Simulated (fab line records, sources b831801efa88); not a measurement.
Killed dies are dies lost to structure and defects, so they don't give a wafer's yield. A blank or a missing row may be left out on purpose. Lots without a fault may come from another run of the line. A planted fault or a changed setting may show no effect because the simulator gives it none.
Which tool did it? | flow gf180mcu | 7 lots, 21 wafers sampled, at 2 steps of a route of 602

WHAT THE GAUGES READ, wafer by wafer
GF_V1_THK_MEAS_25: measures by xrf.
lot  | measured     | on            | V1_W_THK (nm)
L245 | day 18 16:44 | film_metro-01 | 335 342 337
L249 | day 20 10:26 | film_metro-01 | 339 342 331
L254 | day 22 06:54 | film_metro-03 | 347 340 347
L257 | day 23 05:43 | film_metro-01 | 329 341 332
L260 | day 24 07:58 | film_metro-01 | 338 337 333
L263 | day 25 08:04 | film_metro-02 | 339 340 338
L266 | day 26 03:52 | film_metro-01 | 327 331 332

WHICH TOOL RAN EACH LOT (tool, then ch and the chambers of the sampled wafers, then the start)
lot  | GF_V1_SPUTTER_22
L245 | pvd_sputter-04, day 18 16:28
L249 | pvd_sputter-02, day 20 10:10
L254 | pvd_sputter-04, day 22 06:37
L257 | pvd_sputter-04, day 23 05:26
L260 | pvd_sputter-02, day 24 07:41
L263 | pvd_sputter-04, day 25 07:47
L266 | pvd_sputter-03, day 26 03:35
- GF_V1_SPUTTER_22: material TiN, target thk 10 nm, time 40 s.

THE ANSWER, worked out from the rows above alone
Rule: what is usual is taken from the lots themselves. Put in order of their means at a reading, lots are off if they are a third of the lots or fewer, leave a main group of 4 or more, and stand apart from it by a gap of 3 or more times the standard deviation of the main group's means; of several such gaps the widest counts. A main group whose means are all the same, to the digits that the tables above print for the reading, isn't used. A lot without any number at a reading at which 4 lots or more have one is off too. The other lots that the step has rows for count as sound.
No lot is off at any reading shown: from this, nothing can be told.

WHAT THE SIMULATOR HAD PUT IN
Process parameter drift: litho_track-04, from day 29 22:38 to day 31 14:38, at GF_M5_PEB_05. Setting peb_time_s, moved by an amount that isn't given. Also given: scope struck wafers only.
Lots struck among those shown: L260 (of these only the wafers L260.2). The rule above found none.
